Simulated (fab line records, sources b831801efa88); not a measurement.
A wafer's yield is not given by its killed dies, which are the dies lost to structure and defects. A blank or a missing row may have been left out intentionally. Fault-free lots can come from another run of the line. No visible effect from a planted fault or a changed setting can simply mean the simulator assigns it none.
fab line records    flow sky130
record lots=5  wafers=15  last-day=50
route steps=708 shown SONOS_ONO@176 GATE_OXIDE@187 POLY_GATE@204 PAD_OPEN@708
lots with no fault: from the same line, run without faults
start-h: start of the lot's first displayed wafer, in hours after the record's first day    wait-h: how many hours have passed since the lot's step before this one    " as in the row above    L1.1+2: a row that stands for several wafers    - no value present, or no start provided    * or withheld: withheld    < > ~ a bound
route shown NAME@n: NAME is a module with steps in the file, n the number in the route of the first one    usual: mean/standard deviation of fault-free wafers    same: alike in all rows    chamber/n: place in a boat    sites: readings site by site    _std_site: how widely they spread, as a standard deviation    _edge_site: mean of outer sites minus mean of inner sites    radius-mm: how far each site lies from the wafer's centre    mask NAME#n: copy n    behind: tool/chamber where the wafer was last shaped    hold: why the lot was held/for how many hours/how that ended    device: names the non-switching transistor (n, p or np)    end of line: tests of these same wafers at the route's end    a step given without rows: its recipe and nothing more    killed: dies that structure and defects cost at the first sort, which is not the same as the wafer's yield    map: per-die view of a wafer (x killed, . not killed, _ where there is no die)
set.NAME: the setting as run; set.NAME@STEP: as run at that earlier step    model.NAME: the simulator's own value behind a step, which no gauge read
certain route steps with their lots: each step a table, each wafer a row
services: when a tool's chamber went out of use (start-h, in hours from the record's first day, below 0 if earlier), for how many hours, and the reason
## steps
# step SKY_SONOS_ONO_COAT_08
# recipe resist=NOVOLAK  spin-rpm=3000  resist-thk-nm=1140
# step SKY_SONOS_ONO_SOFTBAKE_09
# recipe temp-c=90  time-s=60  resist=NOVOLAK
# step SKY_SONOS_ONO_EXPOSE_10
# recipe mask-id=ONOM  target-cd-nm=410  na=0.6  source-shape=conventional  sigma-outer=0.6  dose-mj=150
# step SKY_SONOS_ONO_PEB_11
# recipe temp-c=withheld  time-s=*  resist=NOVOLAK
# step SKY_SONOS_ONO_DEVELOP_12
# recipe develop-time-s=60  dev-temp-c=23
# step SKY_SONOS_ONO_ETCH_15
# recipe target-depth-nm=19.52  chemistry=CHF3/O2  source-w=600  bias-w=200  pressure-mtorr=40  chf3-flow-sccm=50  O2_flow_sccm=5  time-s=7.8
# step SKY_SONOS_ONO_WET_ETCH_16
# recipe chemistry=dHF  target-depth-nm=14  dry=n2-spin  target=SiO2  dilution=100:1  temp-c=25  time-s=280
# step SKY_SONOS_ONO_STRIP_17
# recipe chemistry=O2/N2  power-w=1400  pressure-mtorr=1500  platen-temp-c=withheld  o2-flow-sccm=3000  n2-flow-sccm=300  overash-fraction=0.5
# step SKY_SONOS_ONO_WET_ETCH_18
# recipe chemistry=H3PO4  target-depth-nm=15  target=Si3N4  temp-c=160  time-s=172
# step SKY_GATE_OXIDE_CLEAN_00
# recipe chemistry=SC1/SC2  mix=1:4:20  temp-c=70  time-s=150  dry=n2-spin
# step SKY_GATE_OXIDE_OXIDATION_01
# recipe temp-c=900  ambient=O2  stabilise-s=600  purge-s=300  target-thk-a=102.68  ox-time-s=1473
# usual spike-tc-centre-C=900.9/1.1  spike-tc-lower-C=900.8/1.1  tube-center-temp-C=900/0.077  zone-power-bottom-pct=25.0/0.36  zone-power-centre-pct=18.0/0.36
# same purge-s=300
lot.wafer  tool        chamber  start-h  wait-h  spike-tc-centre-C  spike-tc-lower-C  tube-center-temp-C  zone-power-bottom-pct  zone-power-centre-pct  model.SiO2_of_GATE_OXIDE_OXIDATION_01.thk-nm
L339.4     furnace-01  0        360.99   6.9     900.8              901.4             900.16              24.7                   18.1                   10.3
L339.5     "           0        "        "       902.5              900.6             900.03              25.0                   18.3                   10.25
L339.6     "           0        "        "       898.6              900.6             899.89              24.9                   18.1                   10.1
L341.4     furnace-01  0        370.84   3.5     901.4              900.9             900.03              24.9                   18.6                   5.735
L341.5     "           0        "        "       902.5              900.4             900.1               24.7                   18.3                   5.578
L341.6     "           0        "        "       900.7              901.6             899.98              25.1                   18.2                   5.735
L342.2     furnace-01  0        384.68   8.9     901.3              900.4             899.94              24.8                   18.1                   5.929
L342.5     "           0        "        "       898.6              900.4             899.92              25.0                   18.5                   5.79
L342.6     "           0        "        "       899.5              900.1             899.98              24.8                   17.9                   5.842
L343.2     furnace-01  0        394.40   6.9     902.1              901.7             899.99              25.0                   18.1                   5.536
L343.4     "           0        "        "       902.2              899.4             899.98              25.0                   18.5                   5.575
L343.5     "           0        "        "       900.2              899.0             900.09              25.2                   18.4                   5.444
L350.1     furnace-02  0        444.25   0.0     899.4              902.4             899.96              25.3                   17.3                   10.23
L350.2     "           0        "        "       900.6              902.5             899.99              25.7                   17.5                   10.13
L350.6     "           0        "        "       900.6              901.3             899.93              25.4                   17.3                   10.31
# step SKY_GATE_OXIDE_THK_MEAS_02
# recipe reads=SiO2_of_GATE_OXIDE_OXIDATION_01
# usual GATE_OXIDE_OXIDATION_00_THK=10.21/0.19
lot.wafer  tool           chamber  start-h  wait-h  hold                      GATE_OXIDE_OXIDATION_00_THK[nm]
L339.4     film-metro-04  -        362.43   0.0     -                         10.32
L339.5     "              -        "        "       -                         10.25
L339.6     "              -        "        "       -                         10.16
L341.4     film-metro-01  -        372.27   0.0     await-dispo/0.2h/release  5.69
L341.5     "              -        "        "       await-dispo/0.2h/release  5.59
L341.6     "              -        "        "       await-dispo/0.2h/release  5.70
L341.4     film-metro-01  -        372.50   0.2     -                         5.79
L341.5     "              -        "        "       -                         5.60
L341.6     "              -        "        "       -                         5.75
L342.2     film-metro-04  -        386.10   0.0     await-dispo/0.2h/release  5.96
L342.5     "              -        "        "       await-dispo/0.2h/release  5.79
L342.6     "              -        "        "       await-dispo/0.2h/release  5.84
L342.2     film-metro-04  -        386.33   0.2     -                         5.92
L342.5     "              -        "        "       -                         5.79
L342.6     "              -        "        "       -                         5.81
L343.2     film-metro-01  -        395.82   0.0     await-dispo/0.2h/release  5.54
L343.4     "              -        "        "       await-dispo/0.2h/release  5.56
L343.5     "              -        "        "       await-dispo/0.2h/release  5.50
L343.2     film-metro-01  -        396.05   0.2     -                         5.56
L343.4     "              -        "        "       -                         5.60
L343.5     "              -        "        "       -                         5.45
L350.1     film-metro-04  -        445.65   0.0     -                         10.19
L350.2     "              -        "        "       -                         10.13
L350.6     "              -        "        "       -                         10.37
# step SKY_GATE_OXIDE_HMDS_04
# recipe prime-time-s=60  prime-temp-c=120
# step SKY_GATE_OXIDE_COAT_05
# recipe resist=NOVOLAK  spin-rpm=3000  resist-thk-nm=1140
# step SKY_GATE_OXIDE_SOFTBAKE_06
# recipe temp-c=90  time-s=60  resist=NOVOLAK
# step SKY_GATE_OXIDE_EXPOSE_07
# recipe mask-id=LVOM  na=0.6  source-shape=conventional  sigma-outer=0.6  polarization=unpolarized  target-cd-nm=600  dose-mj=170
# step SKY_GATE_OXIDE_PEB_08
# recipe temp-c=withheld  time-s=*  resist=NOVOLAK
# step SKY_GATE_OXIDE_DEVELOP_09
# recipe resist=NOVOLAK  developer=TMAH  develop-time-s=60  dev-temp-c=23
# step SKY_GATE_OXIDE_IMPLANT_11
# recipe species=B  energy-kev=10  dose-cm2=2.6e+12  tilt-deg=withheld
# step SKY_GATE_OXIDE_WET_ETCH_12
# recipe chemistry=dHF  target-depth-nm=16.8  dry=n2-spin  target=SiO2  dilution=100:1  temp-c=25  time-s=336
# step SKY_GATE_OXIDE_STRIP_13
# recipe chemistry=O2/N2  power-w=1400  pressure-mtorr=1500  platen-temp-c=withheld  o2-flow-sccm=3000  n2-flow-sccm=300  overash-fraction=0.5
# step SKY_GATE_OXIDE_TW_MEAS_14
# usual GATE_OXIDE_TW=222.6/1
lot.wafer  tool           chamber  start-h  wait-h  hold                      GATE_OXIDE_TW
L339.4     film-metro-02  -        389.99   0.1     -                         220.8
L339.5     "              -        "        "       -                         221.6
L339.6     "              -        "        "       -                         221.4
L341.4     film-metro-02  -        400.50   0.1     await-dispo/0.2h/release  221.7
L341.5     "              -        "        "       await-dispo/0.2h/release  221.3
L341.6     "              -        "        "       await-dispo/0.2h/release  221.4
L341.4     film-metro-02  -        400.73   0.2     -                         220.8
L341.5     "              -        "        "       -                         221.5
L341.6     "              -        "        "       -                         222.0
L342.2     film-metro-04  -        415.04   0.1     await-dispo/0.2h/release  223.6
L342.5     "              -        "        "       await-dispo/0.2h/release  223.3
L342.6     "              -        "        "       await-dispo/0.2h/release  223.9
L342.2     film-metro-04  -        415.26   0.2     -                         223.6
L342.5     "              -        "        "       -                         223.4
L342.6     "              -        "        "       -                         223.7
L343.2     film-metro-04  -        425.19   0.1     await-dispo/0.2h/release  223.6
L343.4     "              -        "        "       await-dispo/0.2h/release  224.2
L343.5     "              -        "        "       await-dispo/0.2h/release  223.6
L343.2     film-metro-04  -        425.41   0.2     -                         222.4
L343.4     "              -        "        "       -                         223.6
L343.5     "              -        "        "       -                         222.6
L350.1     film-metro-01  -        477.70   0.1     -                         222.1
L350.2     "              -        "        "       -                         222.4
L350.6     "              -        "        "       -                         222.4
# step SKY_GATE_OXIDE_OXIDATION_16
# recipe temp-c=800  ambient=O2  idle-temp-c=700  ramp-up-c-per-min=10  ramp-down-c-per-min=3  stabilise-s=600  purge-s=300  target-thk-a=35.7  ox-time-s=1915
# usual spike-tc-centre-C=800.4/1.2  spike-tc-lower-C=801.0/1.1  tube-center-temp-C=799.99/0.078  zone-power-bottom-pct=19.7/0.33  zone-power-centre-pct=14.00/0.29
# same purge-s=300
lot.wafer  tool        chamber  start-h  wait-h  spike-tc-centre-C  spike-tc-lower-C  tube-center-temp-C  zone-power-bottom-pct  zone-power-centre-pct  model.SiO2_of_GATE_OXIDE_OXIDATION_01.thk-nm
L339.4     furnace-02  0        396.66   6.6     799.0              802.7             799.95              20.2                   13.81                  11.62
L339.5     "           0        "        "       800.9              801.7             800.08              20.1                   13.55                  11.6
L339.6     "           0        "        "       797.8              800.9             800.11              19.9                   13.81                  11.47
L341.4     furnace-02  0        406.68   0.2     800.1              802.3             799.93              19.8                   13.64                  7.51
L341.5     "           0        "        "       801.0              801.9             799.98              19.9                   13.69                  7.369
L341.6     "           0        "        "       799.9              802.0             799.87              19.9                   13.91                  7.49
L342.2     furnace-01  0        417.53   0.0     801.1              800.4             799.94              19.6                   14.25                  7.649
L342.5     "           0        "        "       800.9              800.5             800.1               19.4                   14.22                  7.527
L342.6     "           0        "        "       802.4              800.4             800.01              19.4                   14.30                  7.582
L343.2     furnace-02  0        430.14   0.7     799.5              802.4             799.82              20.1                   13.83                  7.311
L343.4     "           0        "        "       798.2              800.9             800.02              19.7                   13.86                  7.383
L343.5     "           0        "        "       799.3              801.2             799.96              20.2                   13.86                  7.239
L350.1     furnace-01  0        477.81   0.0     801.8              801.4             800.1               19.2                   14.67                  11.61
L350.2     "           0        "        "       801.8              800.6             800.07              19.3                   14.34                  11.54
L350.6     "           0        "        "       801.6              798.8             800.08              19.7                   14.32                  11.72
# step SKY_POLY_GATE_CVD_00
# recipe material=poly-Si  target-thk-nm=180  temp-c=620  time-s=720  pressure-mtorr=200
# step SKY_PAD_OPEN_PROBE_99
# usual killed_at_M0_to_M3=44/8.6  killed_at_M4_up=3.4/1.9  killed-at-contacts=23/5.7  killed-at-front-end=15/4.5  killed-at-other=0.4/0.62  killed-dies=86/11  killed-on-rim=17/4.5  killed-open=46/7.6  killed-short=39/6.3
# same gross-dies=492  killed-at-back-side=0
lot.wafer  tool       chamber  start-h  wait-h  killed_at_M0_to_M3  killed_at_M4_up  killed-at-contacts  killed-at-front-end  killed-at-other  killed-dies  killed-on-rim  killed-open  killed-short  model.etest.nfet_16v.r-on-ohm-um  model.etest.pfet_16v.r-on-ohm-um  model.etest.pfet-g5v0d10v5.r-on-ohm-um  model.etest.tip-sonos.rs-ohm-sq  model.etest.nfet-g5v0d10v5.r-on-ohm-um  model.etest.nfet-g5v0d10v5.drive-ua-um  model.etest.nfet_05v0_nvt.drive-ua-um  model.etest.tip-p.rs-ohm-sq
L339.4     prober-01  -        1144.96  0.2     40                  4                16                  23                   0                83           22             40           43            1.396e+04                         1.553e+04                         4823                                    2707                             1897                                    598.6                                   574.4                                  6924
L339.5     prober-01  -        1145.01  0.2     50                  2                16                  15                   0                83           19             45           37            1.389e+04                         1.518e+04                         4844                                    2692                             1913                                    605.1                                   572.7                                  6981
L339.6     prober-01  -        1145.06  0.2     41                  2                24                  15                   1                83           18             52           31            1.391e+04                         1.542e+04                         4827                                    2642                             1914                                    606.2                                   577.8                                  6942
L341.4     prober-02  -        1146.11  0.2     41                  6                22                  22                   0                91           19             55           36            1.188e+04                         1.421e+04                         3830                                    2030                             1515                                    907.7                                   814.3                                  6537
L341.5     prober-02  -        1146.16  0.2     32                  3                24                  21                   0                80           14             40           40            1.178e+04                         1.408e+04                         3820                                    2022                             1479                                    916                                     824.9                                  6592
L341.6     prober-02  -        1146.21  0.2     44                  2                26                  19                   0                91           18             56           35            1.196e+04                         1.484e+04                         3863                                    2037                             1506                                    897.4                                   804.8                                  6637
L342.2     prober-01  -        1155.79  0.1     46                  5                28                  15                   0                94           15             54           40            1.201e+04                         1.393e+04                         3881                                    2038                             1522                                    888.3                                   804.4                                  6691
L342.5     prober-01  -        1155.94  0.2     43                  5                27                  21                   0                96           17             47           49            1.21e+04                          1.431e+04                         3833                                    2055                             1501                                    895.5                                   813.4                                  6736
L342.6     prober-01  -        1155.99  0.2     32                  1                30                  19                   0                82           9              38           44            1.206e+04                         1.408e+04                         3908                                    2017                             1498                                    893.3                                   805.6                                  6648
L343.2     prober-02  -        1159.50  0.1     27                  1                18                  15                   0                61           13             34           26            1.185e+04                         1.385e+04                         3869                                    1992                             1488                                    918.9                                   836.8                                  6642
L343.4     prober-02  -        1159.60  0.2     42                  4                12                  14                   0                72           14             33           36            1.182e+04                         1.392e+04                         3863                                    1981                             1495                                    917.2                                   835.9                                  6731
L343.5     prober-02  -        1159.65  0.2     33                  2                26                  15                   0                76           18             45           31            1.166e+04                         1.368e+04                         3847                                    1966                             1462                                    937.2                                   843.8                                  6726
L350.1     prober-01  -        1189.34  0.1     38                  2                20                  13                   1                74           12             40           32            1.429e+04                         1.47e+04                          4767                                    2610                             1890                                    601.1                                   573.8                                  6919
L350.2     prober-01  -        1189.39  0.1     49                  3                25                  11                   1                89           12             54           35            1.423e+04                         1.482e+04                         4723                                    2640                             1875                                    611.5                                   577.1                                  6935
L350.6     prober-01  -        1189.59  0.2     66                  3                31                  11                   0                111          23             63           48            1.435e+04                         1.504e+04                         4752                                    2646                             1890                                    597.4                                   569.4                                  6938
# killed by level:class
L339.4 FIELD_ISO:geometric-particle:short=8 CONTACT:geometric-particle:open=8 VIA3:geometric-particle:open=6 FIELD_ISO:geometric-particle:open=5 POLY_GATE:geometric-particle:short=5 VIA1:geometric-particle:open=5 METAL2:geometric-particle:short=5 VIA2:geometric-particle:open=5
L339.5 VIA1:geometric-particle:open=13 VIA2:geometric-particle:open=7 VIA1:geometric-particle:short=7 METAL1:geometric-particle:short=7 LI_CONTACT:geometric-particle:open=6 LOCAL_INTERCONNECT:geometric-particle:short=5 FIELD_ISO:geometric-particle:open=4 METAL2:geometric-particle:short=4
L339.6 VIA1:geometric-particle:open=15 CONTACT:geometric-particle:open=11 LI_CONTACT:geometric-particle:open=7 VIA3:geometric-particle:open=7 POLY_GATE:geometric-particle:short=6 VIA2:geometric-particle:open=5 METAL1:geometric-particle:short=4 VIA1:geometric-particle:short=4
L341.4 CONTACT:geometric-particle:open=9 VIA2:geometric-particle:open=9 LI_CONTACT:geometric-particle:open=8 VIA1:geometric-particle:open=7 VIA3:geometric-particle:open=7 METAL4:geometric-particle:short=6 POLY_GATE:geometric-particle:open=6 METAL2:geometric-particle:short=5
L341.5 CONTACT:geometric-particle:open=10 FIELD_ISO:geometric-particle:short=9 VIA3:geometric-particle:open=8 VIA1:geometric-particle:open=7 FIELD_ISO:geometric-particle:open=4 LI_CONTACT:geometric-particle:open=4 LOCAL_INTERCONNECT:geometric-particle:short=4 POLY_GATE:geometric-particle:open=3
L341.6 VIA1:geometric-particle:open=12 CONTACT:geometric-particle:open=12 METAL1:geometric-particle:short=9 FIELD_ISO:geometric-particle:open=8 VIA3:geometric-particle:open=6 LI_CONTACT:geometric-particle:open=5 FIELD_ISO:geometric-particle:short=4 LOCAL_INTERCONNECT:geometric-particle:short=4
L342.2 VIA1:geometric-particle:open=14 CONTACT:geometric-particle:open=11 LI_CONTACT:geometric-particle:open=8 METAL2:geometric-particle:short=7 VIA2:geometric-particle:open=7 VIA3:geometric-particle:short=5 POLY_GATE:geometric-particle:open=4 LI_CONTACT:geometric-particle:short=4
L342.5 VIA1:geometric-particle:open=9 VIA3:geometric-particle:open=8 LI_CONTACT:geometric-particle:open=8 FIELD_ISO:geometric-particle:open=7 FIELD_ISO:geometric-particle:short=6 LOCAL_INTERCONNECT:geometric-particle:short=6 VIA2:geometric-particle:open=6 METAL1:geometric-particle:short=5
L342.6 LOCAL_INTERCONNECT:geometric-particle:short=11 VIA1:geometric-particle:open=11 LI_CONTACT:geometric-particle:open=7 FIELD_ISO:geometric-particle:short=6 FIELD_ISO:geometric-particle:open=5 POLY_GATE:geometric-particle:open=5 LI_CONTACT:geometric-particle:short=4 CONTACT:geometric-particle:open=4
L343.2 CONTACT:geometric-particle:open=8 POLY_GATE:geometric-particle:open=5 POLY_GATE:geometric-particle:short=5 VIA3:geometric-particle:open=5 VIA1:geometric-particle:open=4 LI_CONTACT:geometric-particle:open=3 LI_CONTACT:geometric-particle:short=3 METAL1:geometric-particle:short=3
L343.4 VIA1:geometric-particle:open=8 VIA3:geometric-particle:open=8 CONTACT:geometric-particle:short=5 METAL1:geometric-particle:short=5 METAL3:geometric-particle:short=5 VIA2:geometric-particle:open=4 POLY_GATE:geometric-particle:short=3 LI_CONTACT:geometric-particle:open=3
L343.5 LI_CONTACT:geometric-particle:open=9 CONTACT:geometric-particle:open=9 VIA1:geometric-particle:open=7 VIA2:geometric-particle:open=6 METAL2:geometric-particle:short=5 POLY_GATE:geometric-particle:short=4 METAL1:geometric-particle:short=4 CONTACT:geometric-particle:short=4
L350.1 LI_CONTACT:geometric-particle:open=7 VIA3:geometric-particle:open=7 METAL2:geometric-particle:short=6 VIA1:geometric-particle:open=6 VIA2:geometric-particle:open=6 LOCAL_INTERCONNECT:geometric-particle:short=5 CONTACT:geometric-particle:open=5 METAL1:geometric-particle:short=3
L350.2 VIA1:geometric-particle:open=13 CONTACT:geometric-particle:open=13 VIA2:geometric-particle:open=8 VIA3:geometric-particle:open=7 VIA1:geometric-particle:short=6 CONTACT:geometric-particle:short=5 FIELD_ISO:geometric-particle:short=4 LI_CONTACT:geometric-particle:open=4
L350.6 VIA1:geometric-particle:open=20 CONTACT:geometric-particle:open=12 VIA3:geometric-particle:open=10 LOCAL_INTERCONNECT:geometric-particle:short=7 VIA1:geometric-particle:short=6 VIA2:geometric-particle:open=6 CONTACT:geometric-particle:short=5 METAL1:geometric-particle:short=5
## services
tool        chamber  start-h  hours  kind
furnace-01  -        397.16   11.7   pm
furnace-02  -        409.61   3.5    pm
## key
first-sign step=SKY_GATE_OXIDE_THK_MEAS_02  reading=visit  direction=added
effect step=SKY_GATE_OXIDE_THK_MEAS_02  reading=GATE_OXIDE_OXIDATION_00_THK  direction=down  sigmas=24  usual=10.21  struck=5.68
effect step=SKY_GATE_OXIDE_TW_MEAS_14  reading=visit  direction=added
model-effect step=SKY_GATE_OXIDE_OXIDATION_01  value=SiO2_of_GATE_OXIDE_OXIDATION_01.thk-nm  without=10.1  struck=5.685
model-effect step=SKY_GATE_OXIDE_OXIDATION_16  value=SiO2_of_GATE_OXIDE_OXIDATION_01.thk-nm  without=11.48  struck=7.451
model-effect step=SKY_PAD_OPEN_PROBE_99  value=etest.nfet_16v.r-on-ohm-um  without=1.402e+04  struck=1.19e+04
met-at SKY_GATE_OXIDE_OXIDATION_01
struck-wafers L341.4,L341.5,L341.6,L342.2,L342.5,L342.6,L343.2,L343.4,L343.5
tester-left-out L341,L342,L343
onset-between 360.99 370.84
fault kind=process-parameter-drift  tool=furnace-01  chamber=-  onset-h=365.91  steps=SKY_GATE_OXIDE_OXIDATION_01  channel=ox-time-s  offset=*  shape=step  end-h=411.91  acts-in=*  stated=*
# tester-left-out: of these lots the tester's yield and bins aren't shown, on N5 and GAA mostly nor the transistor test; their killed dies are dies lost to structure and defects alone, not to doping, threshold or leakage, so they don't give the yield
